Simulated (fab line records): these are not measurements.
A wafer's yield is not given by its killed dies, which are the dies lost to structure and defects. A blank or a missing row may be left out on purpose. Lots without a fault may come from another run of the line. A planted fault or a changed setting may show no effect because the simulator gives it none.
Which tool was responsible? || flow gf180mcu || 42 wafers from 14 lots sampled at 3 of the route's 602 steps

WHAT THE GAUGES SHOWED, per wafer
GF_CONTACT_CD_MEAS_14 targets a cd of 220 nm. Usual: cdNm 219.8 nm, standard deviation 1.5.
{"lot": "L475", "measured": "day 16 14:08", "on": "cdSem-02", "cdNm (nm)": "220.6 219.7 220.4", "flag": ""}
{"lot": "L476", "measured": "day 16 18:42", "on": "cdSem-02", "cdNm (nm)": "219.3 220.2 220.1", "flag": ""}
{"lot": "L478", "measured": "day 17 15:40", "on": "cdSem-01", "cdNm (nm)": "218.5 220.2 218.0", "flag": ""}
{"lot": "L479", "measured": "day 17 19:27", "on": "cdSem-02", "cdNm (nm)": "221.7 221.2 222.3", "flag": ""}
{"lot": "L481", "measured": "day 18 17:08", "on": "cdSem-02", "cdNm (nm)": "223.1 222.1 222.5", "flag": ""}
{"lot": "L484", "measured": "day 20 01:58", "on": "cdSem-01", "cdNm (nm)": "221.4 221.3 220.4", "flag": ""}
{"lot": "L485", "measured": "day 20 09:05", "on": "cdSem-02", "cdNm (nm)": "221.2 220.8 221.6", "flag": ""}
{"lot": "L486", "measured": "day 20 16:49", "on": "cdSem-02", "cdNm (nm)": "218.7 219.5 219.7", "flag": ""}
{"lot": "L490", "measured": "day 21 22:22", "on": "cdSem-02", "cdNm (nm)": "219.9 220.9 221.9", "flag": ""}
{"lot": "L493", "measured": "day 22 23:10", "on": "cdSem-02", "cdNm (nm)": "220.7 221.0 221.8", "flag": ""}
{"lot": "L494", "measured": "day 23 12:28", "on": "cdSem-01", "cdNm (nm)": "220.0 221.3 220.6", "flag": ""}
{"lot": "L495", "measured": "day 23 19:28", "on": "cdSem-02", "cdNm (nm)": "219.3 219.6 220.4", "flag": ""}
{"lot": "L496", "measured": "day 24 07:56", "on": "cdSem-02", "cdNm (nm)": "220.0 220.3 220.5", "flag": ""}
{"lot": "L497", "measured": "day 24 15:46", "on": "cdSem-01", "cdNm (nm)": "218.3 219.1 218.9", "flag": ""}

TOOL THAT RAN EACH LOT (tool first, then ch and the chambers of the sampled wafers, then the start)
{"lot": "L475", "GF_CONTACT_CVD_02": "pecvd-04 ch 0,1, day 15 15:47", "GF_CONTACT_CMP_04": "cmp-01 ch 0,1,2, day 15 15:58"}
{"lot": "L476", "GF_CONTACT_CVD_02": "pecvd-01 ch 0,2, day 15 20:28", "GF_CONTACT_CMP_04": "cmp-02 ch 0,2,3, day 15 20:39"}
{"lot": "L478", "GF_CONTACT_CVD_02": "pecvd-01 ch 0,2, day 16 16:04", "GF_CONTACT_CMP_04": "cmp-02 ch 2,3, day 16 16:14"}
{"lot": "L479", "GF_CONTACT_CVD_02": "pecvd-01 ch 0,1,2, day 16 19:55", "GF_CONTACT_CMP_04": "cmp-02 ch 1,2,3, day 16 20:12"}
{"lot": "L481", "GF_CONTACT_CVD_02": "pecvd-01 ch 0,1,2, day 17 17:21", "GF_CONTACT_CMP_04": "cmp-01 ch 0,2, day 17 17:29"}
{"lot": "L484", "GF_CONTACT_CVD_02": "pecvd-02 ch 0,1,2, day 19 00:59", "GF_CONTACT_CMP_04": "cmp-01 ch 0,1,2, day 19 01:11"}
{"lot": "L485", "GF_CONTACT_CVD_02": "pecvd-01 ch 0,1,2, day 19 08:18", "GF_CONTACT_CMP_04": "cmp-01 ch 1,2,3, day 19 08:32"}
{"lot": "L486", "GF_CONTACT_CVD_02": "pecvd-02 ch 0,1,2, day 19 15:36", "GF_CONTACT_CMP_04": "cmp-02 ch 0,1,3, day 19 15:44"}
{"lot": "L490", "GF_CONTACT_CVD_02": "pecvd-04 ch 1,2, day 20 22:22", "GF_CONTACT_CMP_04": "cmp-02 ch 1,2,3, day 20 22:29"}
{"lot": "L493", "GF_CONTACT_CVD_02": "pecvd-04 ch 0,1, day 21 23:23", "GF_CONTACT_CMP_04": "cmp-02 ch 0,1,3, day 21 23:31"}
{"lot": "L494", "GF_CONTACT_CVD_02": "pecvd-02 ch 0,1,2, day 22 13:28", "GF_CONTACT_CMP_04": "cmp-02 ch 0,2,3, day 22 13:36"}
{"lot": "L495", "GF_CONTACT_CVD_02": "pecvd-02 ch 0,1,2, day 22 20:45", "GF_CONTACT_CMP_04": "cmp-01 ch 0,1,2, day 22 20:56"}
{"lot": "L496", "GF_CONTACT_CVD_02": "pecvd-04 ch 0,1,2, day 23 09:18", "GF_CONTACT_CMP_04": "cmp-02 ch 0,2, day 23 09:26"}
{"lot": "L497", "GF_CONTACT_CVD_02": "pecvd-02 ch 0,1,2, day 23 17:31", "GF_CONTACT_CMP_04": "cmp-01 ch 0,1,2, day 23 17:41"}
- GF_CONTACT_CVD_02: deposits SiO2 from TEOS, target thk 860 nm, time 95.992 s.
- GF_CONTACT_CMP_04: polishes SiO2.

WHAT THE TOOLS THEMSELVES READ (means of the sampled wafers that have a number; where no wafer has one, the mark that the record gives instead)
GF_CONTACT_CVD_02. Usual: heaterPowerW 609 W, standard deviation 70.
{"lot": "L475", "tool": "pecvd-04", "heaterPowerW (W)": 555, "flag": ""}
{"lot": "L476", "tool": "pecvd-01", "heaterPowerW (W)": 594, "flag": ""}
{"lot": "L478", "tool": "pecvd-01", "heaterPowerW (W)": 662, "flag": ""}
{"lot": "L479", "tool": "pecvd-01", "heaterPowerW (W)": 591, "flag": ""}
{"lot": "L481", "tool": "pecvd-01", "heaterPowerW (W)": 572, "flag": ""}
{"lot": "L484", "tool": "pecvd-02", "heaterPowerW (W)": 631, "flag": ""}
{"lot": "L485", "tool": "pecvd-01", "heaterPowerW (W)": 582, "flag": ""}
{"lot": "L486", "tool": "pecvd-02", "heaterPowerW (W)": 628, "flag": ""}
{"lot": "L490", "tool": "pecvd-04", "heaterPowerW (W)": 629, "flag": ""}
{"lot": "L493", "tool": "pecvd-04", "heaterPowerW (W)": 609, "flag": ""}
{"lot": "L494", "tool": "pecvd-02", "heaterPowerW (W)": 607, "flag": ""}
{"lot": "L495", "tool": "pecvd-02", "heaterPowerW (W)": 660, "flag": ""}
{"lot": "L496", "tool": "pecvd-04", "heaterPowerW (W)": 528, "flag": ""}
{"lot": "L497", "tool": "pecvd-02", "heaterPowerW (W)": 610, "flag": ""}

GF_CONTACT_CMP_04. Usual: motorCurrentA 12.7 A, standard deviation 1.3; timeToEndpointS 108 s, standard deviation 6.6.
{"lot": "L475", "tool": "cmp-01", "motorCurrentA (A)": 12.0, "timeToEndpointS (s)": 104, "flag": ""}
{"lot": "L476", "tool": "cmp-02", "motorCurrentA (A)": 13.1, "timeToEndpointS (s)": 112, "flag": ""}
{"lot": "L478", "tool": "cmp-02", "motorCurrentA (A)": 13.5, "timeToEndpointS (s)": 113, "flag": ""}
{"lot": "L479", "tool": "cmp-02", "motorCurrentA (A)": 13.6, "timeToEndpointS (s)": 110, "flag": ""}
{"lot": "L481", "tool": "cmp-01", "motorCurrentA (A)": 11.5, "timeToEndpointS (s)": 117, "flag": ""}
{"lot": "L484", "tool": "cmp-01", "motorCurrentA (A)": 12.1, "timeToEndpointS (s)": 114, "flag": ""}
{"lot": "L485", "tool": "cmp-01", "motorCurrentA (A)": 13.5, "timeToEndpointS (s)": 113, "flag": ""}
{"lot": "L486", "tool": "cmp-02", "motorCurrentA (A)": 12.5, "timeToEndpointS (s)": 107, "flag": ""}
{"lot": "L490", "tool": "cmp-02", "motorCurrentA (A)": 13.5, "timeToEndpointS (s)": 108, "flag": ""}
{"lot": "L493", "tool": "cmp-02", "motorCurrentA (A)": 12.6, "timeToEndpointS (s)": 108, "flag": ""}
{"lot": "L494", "tool": "cmp-02", "motorCurrentA (A)": 12.9, "timeToEndpointS (s)": 115, "flag": ""}
{"lot": "L495", "tool": "cmp-01", "motorCurrentA (A)": 12.0, "timeToEndpointS (s)": 110, "flag": ""}
{"lot": "L496", "tool": "cmp-02", "motorCurrentA (A)": 13.8, "timeToEndpointS (s)": 106, "flag": ""}
{"lot": "L497", "tool": "cmp-01", "motorCurrentA (A)": 12.2, "timeToEndpointS (s)": 104, "flag": ""}

THE ANSWER, worked out from the rows above alone
Rule: lot off if the mean of its wafers having a number is beyond 3 standard deviations from the usual mean. Also off: a lot with no number at a reading for which 4 or more lots have one. Any other lot the step has rows for is counted as sound. The gauges are gone through in route order, then the tools' own readings, and for those a lot's mean is taken as printed above. The first step at which some lot is off is used, and at that step the reading that is off furthest; a lot without a number counts as furthest.
No lot is off on any of the readings shown, so nothing can be concluded from this.

WHAT THE SIMULATOR PUT IN
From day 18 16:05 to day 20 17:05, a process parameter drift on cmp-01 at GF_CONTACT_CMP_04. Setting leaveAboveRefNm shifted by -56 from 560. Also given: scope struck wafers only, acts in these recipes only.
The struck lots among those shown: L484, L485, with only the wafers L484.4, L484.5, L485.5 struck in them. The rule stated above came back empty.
